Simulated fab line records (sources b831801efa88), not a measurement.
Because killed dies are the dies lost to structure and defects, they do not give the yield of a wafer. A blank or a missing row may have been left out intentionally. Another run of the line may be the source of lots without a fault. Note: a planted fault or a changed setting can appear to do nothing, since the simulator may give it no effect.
One fault through the eyes of 2 desks :: flow sky130 :: only its own numbers are on each desk; what lay behind them is given at the end

## FROM THE METROLOGY DESK
What the gauges read, lot by lot, whatever tool the lot ran on: means of the sampled wafers that have a number. Any lot whose mean is over 4 standard deviations away from the usual mean is out of limits and marked OUT; that distance is given in the brackets.
Columns: A = LDD_HVP_TW at SKY_LDD_HVP_TW_MEAS_10, usual 455; B = LDD_LDN_OVL at SKY_LDD_LDN_OVL_MEAS_07, usual 0.2 nm
lot: L310
first seen here: day 23 02:34
A: 451
B: -1.1

lot: L312
first seen here: day 23 16:22
A: 457
B: 0.8

lot: L324
first seen here: day 28 01:13
A: 447
B: 0.5

lot: L325
first seen here: day 28 14:11
A: 459
B: 0.1

lot: L327
first seen here: day 29 06:34
A: 449
B: 2.2

lot: L329
first seen here: day 29 20:22
A: 459
B: -1.2
This desk's verdict: no lot among the 6 shows anything out of limits.

## TOOL OWNER'S DESK, implanter-01
The tool's own readings at SKY_LDD_LDN_IMPLANT_11: means of the sampled wafers that have a number, for each lot that ran on this tool. Any lot whose mean is over 4 standard deviations away from the usual mean is out of limits and marked OUT; that distance is given in the brackets.
Columns: A = beam_on_s at SKY_LDD_LDN_IMPLANT_11, usual 10.01 s; B = dose_ions_cm2 at SKY_LDD_LDN_IMPLANT_11, usual 1.25e+13; C = faraday_current_uA at SKY_LDD_LDN_IMPLANT_11, usual 70.4
lot: L310
first seen here: day 24 08:48
A: 10.09
B: 1.25e+13
C: 69.8

lot: L324
first seen here: day 29 05:35
A: 10.07
B: 7.48e+12 (-99 or more) OUT
C: 41.9 (-20) OUT

lot: L327
first seen here: day 30 10:49
A: 10.20
B: 7.45e+12 (-99 or more) OUT
C: 41.3 (-21) OUT
This desk's verdict: out of limits on L324, L327, starting with L324 at day 29 05:35 (dose_ions_cm2 at SKY_LDD_LDN_IMPLANT_11). L310: within limits.

## BROUGHT TOGETHER
The tool owner's desk could have raised an alarm at day 29 05:35, on L324, L327.
The metrology desk saw nothing out of limits.
The metrology desk has L324, L327 on record, within its limits.
Of the lots named, all ran SKY_LDD_LDN_IMPLANT_11 on implanter-01.

## WHAT HAD BEEN PUT IN BY THE SIMULATOR
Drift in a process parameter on implanter-01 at SKY_LDD_LDN_IMPLANT_11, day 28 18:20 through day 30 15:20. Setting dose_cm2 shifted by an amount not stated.
Struck lots among those shown: L324, L327.
How many hours passed from the start of the fault until each desk's first out-of-limits reading: the tool owner's desk, 11.
